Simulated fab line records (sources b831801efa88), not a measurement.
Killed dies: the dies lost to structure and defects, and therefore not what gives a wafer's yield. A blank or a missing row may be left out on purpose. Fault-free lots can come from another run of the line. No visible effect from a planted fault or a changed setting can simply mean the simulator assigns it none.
The tool behind it: which one? | flow sky130 | 6 lots with 18 wafers sampled at 3 steps, on a route of 708 steps

== WHAT EACH GAUGE READ, for each wafer ==
SKY_LDD_P_CD_MEAS_07 targets a cd of 380 nm.
lot  | measured     | on        | cd_nm (nm)
L457 | day 19 20:31 | cd_sem-01 | 373.8 376.2 374.4
L459 | day 21 00:23 | cd_sem-01 | 383.2 381.2 386.0
L463 | day 22 13:13 | cd_sem-02 | 384.2 381.1 383.6
L467 | day 23 15:02 | cd_sem-01 | 380.2 381.2 379.9
L471 | day 25 06:48 | cd_sem-01 | 380.7 383.5 378.4
L476 | day 26 16:18 | cd_sem-01 | 378.7 379.4 379.3

== WHICH TOOL RAN EACH LOT (tool, then ch and the chambers of the sampled wafers, then the start) ==
lot  | SKY_SONOS_ONO_STRIP_17               | SKY_LDD_P_EXPOSE_04
L457 | plasma_asher-01 ch 0,1, day 13 15:10 | iline_stepper-01 ch 0, day 19 05:32
L459 | plasma_asher-03 ch 0,1, day 14 08:38 | iline_stepper-02 ch 0, day 20 09:51
L463 | plasma_asher-03 ch 0,1, day 15 22:40 | iline_stepper-02 ch 0, day 21 22:39
L467 | plasma_asher-01 ch 0,1, day 16 21:03 | iline_stepper-01 ch 0, day 23 00:13
L471 | plasma_asher-02 ch 0,1, day 18 13:48 | iline_stepper-02 ch 0, day 24 16:02
L476 | plasma_asher-01 ch 0,1, day 20 03:52 | iline_stepper-02 ch 0, day 26 01:34
- SKY_SONOS_ONO_STRIP_17: strips in O2/N2.
- SKY_LDD_P_EXPOSE_04: exposes mask PSDM, target cd 380 nm.

== THE ANSWER, worked out from the rows above alone ==
Rule: the lots themselves supply what counts as usual. Put in order of their means at a reading, lots are off if they are a third of the lots or fewer, leave a main group of 4 or more, and stand apart from it by a gap of 3 or more times the standard deviation of the main group's means; of several such gaps the widest counts. If all means in a main group match to the digits the tables above print for the reading, that group is not used. Also off: a lot with no number at a reading for which 4 or more lots have one. Where the step has rows for the other lots, those lots are counted as sound.
None of the lots is off at any reading shown; this tells nothing.

== WHAT THE SIMULATOR HAD INSERTED ==
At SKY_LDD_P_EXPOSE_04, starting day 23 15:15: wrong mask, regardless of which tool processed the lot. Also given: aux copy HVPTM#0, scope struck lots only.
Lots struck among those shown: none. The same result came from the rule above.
